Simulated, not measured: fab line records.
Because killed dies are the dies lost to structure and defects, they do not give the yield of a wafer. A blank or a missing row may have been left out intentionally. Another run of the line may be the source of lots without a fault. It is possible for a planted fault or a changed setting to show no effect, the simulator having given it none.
A lot that was struck, set against a sound lot ; flow sky130 ; 16 out of 708 route steps
Sound: the wafers L158.2, L158.4, L158.6. Struck: wafer L161.1. The cause comes at the end.
For every step that has rows: the tool of each side, followed by ch and its chambers, followed by its first start. Under that, the readings that differ: sound wafers ; struck wafers ; difference of the means ; sigmas: that difference in standard deviations of wafers without a fault.
alike: same words and numbers on both sides, and readings whose means sit less than 2 such deviations apart. not compared: any withheld reading, any reading some wafer has no value for, any bound like >300 that may hide the same value, and any number with overlapping values for which the record gives no deviation.
Wherever a step has rows on one side only, a row that says differs or no value, or a row with sigmas, the two part there. Numbers that don't overlap but have no deviation are shown without sigmas and don't part them. A reading missing from all wafers of one side parts the sides only when that side holds two or more wafers.

first, 2 steps without rows for these wafers: SKY_METAL4_PEB_11; SKY_METAL4_DEVELOP_12 (develop time 57.7 s).
SKY_METAL4_CD_MEAS_13 targets a cd of 300 nm.
  sound on cd-sem-02, day 42 17:28; struck on cd-sem-02, day 43 02:10
  alike: cd-nm
SKY_METAL4_OVL_MEAS_14:
  sound on overlay-02, day 42 17:34; struck on overlay-02, day 43 02:17
  alike: METAL4_OVL
SKY_METAL4_DESCUM_15: chemistry O2, time 8 s.
  sound on rie-metal-03 ch 0,1, day 42 17:36; struck on rie-metal-03 ch 1, day 43 02:19
  alike: drypump-motor-current-A, oes-product-au, rf-fwd-power-W
  not compared: rf-hours-counter-h
SKY_METAL4_ETCH_16: etches BARC in N2/H2, stops on SiO2, time 88.2 s, target depth 60 nm.
  sound on rie-metal-03 ch 0,1, day 42 17:38; struck on rie-metal-03 ch 1, day 43 02:21
  alike: drypump-motor-current-A, oes-product-au, rf-fwd-power-W, throttle-valve-pct
  not compared: rf-hours-counter-h
then, 1 step without rows for these wafers: SKY_METAL4_ETCH_17 (etches SiO2 in C4F8/O2/Ar, stops on TiN, time 3.9 s, target depth 15 nm).
SKY_METAL4_METAL_ETCH_18: etches the open film in Cl2/BCl3, stops on SiO2, target depth 845 nm, time 183.1 s.
  sound on rie-metal-02 ch 0,1, day 42 17:45; struck on rie-metal-02 ch 0, day 43 02:28
  alike: drypump-motor-current-A, oes-product-au, rf-fwd-power-W, throttle-valve-pct
  not compared: rf-hours-counter-h
SKY_METAL4_STRIP_19: strips in O2/N2.
  sound on plasma-asher-01 ch 0,1, day 42 17:59; struck on plasma-asher-01 ch 0, day 43 02:38
  alike: drypump-motor-current-A, oes-product-au, strip-time-to-endpoint-s
  not compared: rf-hours-counter-h
then, 3 steps without rows for these wafers: SKY_METAL4_STRIP_20 (strips in post etch residue remover, time 1200 s); SKY_METAL4_CLEAN_21 (cleans in IPA, time 180 s); SKY_METAL4_CLEAN_22 (cleans in O3/DIW).
SKY_VIA4_HDPCVD_00: deposits SiO2, target thk 1750 nm, time 291.7 s.
  sound on hdpcvd-02 ch 0,1,2, day 42 18:35; struck on hdpcvd-02 ch 0, day 43 03:14
reading;sound;struck;difference;sigmas
run-length-s (s);319.5 319.6 319.2;355.4;+36.0;+99 or more
model.SiO2_of_VIA4_HDPCVD_00.thk-nm (nm);1720 1760 1725;1992;+257;
SKY_VIA4_THK_MEAS_01:
  sound on film-metro-01, day 42 18:46; struck on film-metro-02, day 43 03:25
reading;sound;struck;difference;sigmas
VIA4_HDPCVD_THK (nm);1720 1758 1724;1992;+258;+14
SKY_VIA4_CMP_02: polishes SiO2.
  sound on cmp-02 ch 2,3, day 42 18:49; struck on cmp-02 ch 1, day 43 03:34
  alike: motor-current-A
-- the record jumps here: 4 days lie between the struck wafers' starts before and after (it left off in module VIA4 and takes up again in module PAD_OPEN, whose first step shown is number 708 of the route) --
SKY_PAD_OPEN_PROBE_99:
  sound on prober-01, day 46 15:44; struck on prober-01, day 46 22:29
reading;sound;struck;difference;sigmas
killed-at-contacts;25 14 22;33;+13;+2
killed-at-front-end;18 26 15;46;+26;+5
killed-dies;81 94 79;114;+29;+3
model.etest.sonos-erased.drive-ua-um;228.2 179.6 196;100.5;-100.8;
model.etest.sonos-uncharged.r-on-ohm-um;798.2 812.3 800.1;768.3;-35.2;
model.etest.sonos-programmed.off-log10-a-um;-13.85 -13.94 -14.01;-12.45;+1.48;
model.etest.sonos-erased.vt-v (V);-2.343 -2.229 -2.247;-1.388;+0.885;
model.etest.sonos-uncharged.vt-v (V);-0.4376 -0.4248 -0.4274;-0.5682;-0.1383;
model.etest.sonos-programmed.vt-v (V);1.539 1.467 1.501;1.3;-0.2;
model.etest.sonos-baked.vt-v (V);1.01 0.9587 0.989;0.8066;-0.1793;
  alike: killed_at_M0_to_M3, killed_at_M4_up, killed-at-other, killed-on-rim, killed-open, killed-short

== WHERE THEY PART ==
At SKY_VIA4_HDPCVD_00 first; at SKY_PAD_OPEN_PROBE_99 last (within this record only).

WHY: whatever the simulator had introduced
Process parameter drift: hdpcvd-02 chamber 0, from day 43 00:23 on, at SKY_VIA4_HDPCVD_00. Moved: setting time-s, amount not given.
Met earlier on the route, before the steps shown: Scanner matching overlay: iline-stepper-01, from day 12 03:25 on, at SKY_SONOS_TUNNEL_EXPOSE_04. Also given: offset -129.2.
